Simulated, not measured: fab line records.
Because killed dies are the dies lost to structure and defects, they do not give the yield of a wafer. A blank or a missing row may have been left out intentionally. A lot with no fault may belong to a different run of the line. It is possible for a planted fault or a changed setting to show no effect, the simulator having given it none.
Matching of chambers	flow gf180mcu	GF_V5_CMP_04 on cmp-02 has 4 sister chambers
The step polishes SiO2. 8 wafers are shown with their chamber, then 7 later ones without.

## EACH WAFER AND ITS CHAMBER
wafer	chamber	motor current A (A)	head pressure psi (psi)
L557.2	2	14.3	3.993
L560.2	3	11.7	3.994
L560.6	2	14.2	3.986
L564.2	0	10.8	4.005
L564.3	3	12.0	3.999
L564.4	1	10.5	4.011
L565.1	1	10.1	4.002
L565.4	0	10.9	3.994

## WAFERS WITHOUT THEIR CHAMBER
wafer	motor current A (A)	head pressure psi (psi)
L565.6	11.1	3.997
L576.2	11.1	3.998
L576.4	12.3	3.998
L576.5	14.0	4.000
L578.1	11.9	4.004
L578.3	10.4	4.004
L578.6	10.7	3.993

## WHICH CHAMBER EACH ONE RAN IN
wafer	from the rows above	in truth
L565.6	0	0
L576.2	0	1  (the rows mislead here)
L576.4	3	3
L576.5	2	2
L578.1	3	3
L578.3	can't be placed: 1 or 0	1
L578.6	can't be placed: 0 or 1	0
Correct placement for 4 of the 7. These rows do not allow placing 2 (true chamber among the candidates in 2). Wrongly placed: 1.
How it was worked out, from the rows above alone: a wafer's distance from a chamber is the root of the sum, over the readings, of the square of ((its reading less the chamber's mean) divided by the reading's scatter). The wafer belongs to the nearest chamber; if the next one is less than 2 further off, it can't be placed. Each chamber's mean is taken over the wafers shown for it. How the scatter is found: for the shown wafers, subtract from each reading the mean of its chamber, square and add these, divide the total by (wafers less chambers), then take the root.
